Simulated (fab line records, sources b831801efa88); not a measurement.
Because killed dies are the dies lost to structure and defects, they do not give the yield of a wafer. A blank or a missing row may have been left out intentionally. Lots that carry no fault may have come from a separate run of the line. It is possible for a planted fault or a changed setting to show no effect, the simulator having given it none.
Problem report, 8D (eight disciplines) form, completed by code	flow gf180mcu	the parts of the form that need people (team, actions taken, sign-off) are left out

1. PROBLEM STATEMENT
Wafers without a fault read 131.2 s, standard deviation 0.48; run_length_s at GF_STI_ETCH_14 reads a mean of 136.1 s on 6 wafers belonging to 2 lots. That is +10 standard deviations from the usual mean.
The step: etches Si in HBr/Cl2/O2, target depth 360 nm, time 102.9 s.
The first sign was on wafer L453.2 at day 4 09:40, on rie_si-01. At this step, 18 wafers from 6 lots have a number in the record. The rule behind "out" and "out of limits": a value lying over 4 standard deviations away from the usual mean. All remaining wafers that have a number are taken as sound.

2. WHAT THIS IS AND IS NOT
question	is	is not
which readings at this step	run_length_s	drypump_motor_current_A, oes_product_au, throttle_valve_pct
which lots	L453, L454	L444, L458, L464, L465
which wafers of those lots	all that have a number	-
read on which tools	rie_si-01	rie_si-02
when	from day 4 09:40	up to then (3 sound wafers); but 9 sound wafers of L458, L464, L465 came after

3. SUSPECTS, AND WHAT RULES EACH OUT
Counting: a tool at any process step up to the reading remains a suspect when it ran all the lots that are out and ran no sound lot after the first of those.
- rie_si-01 at GF_STI_ETCH_14 (etches Si in HBr/Cl2/O2, target depth 360 nm, time 102.9 s): ruled out as a lasting fault. After its first lot that is out, L453 (day 4 09:40), sound lots L464, L465 ran on it.
Left after counting: nothing in the record.

4. THE CAUSE (what the simulator had put in)
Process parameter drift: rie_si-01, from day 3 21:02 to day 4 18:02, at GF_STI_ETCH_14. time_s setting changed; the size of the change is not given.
Counting ruled it out, wrongly.

5. SEQUENCE OF EFFECTS, ordered by route
Each row: a reading where the mean over the struck wafers with a number is more than 3 standard deviations away from the usual. Only readings whose record carries a usual standard deviation are examined. hours: median over the lots of the time between each lot's start at the first step of this table that gives one and its start at this step. sigmas: the change, counted in usual standard deviations.
hours	step	reading	usual	on struck wafers	change	sigmas
0	GF_STI_ETCH_14	run_length_s	131.2 s	136.1	+4.9	+10
Process steps it contains:
- GF_STI_ETCH_14: etches Si in HBr/Cl2/O2, target depth 360 nm, time 102.9 s.

6. WHAT WOULD HAVE CAUGHT IT SOONER
The fault began at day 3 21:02; the first out-of-limits reading in this record came at day 4 09:40, 13 hours later.
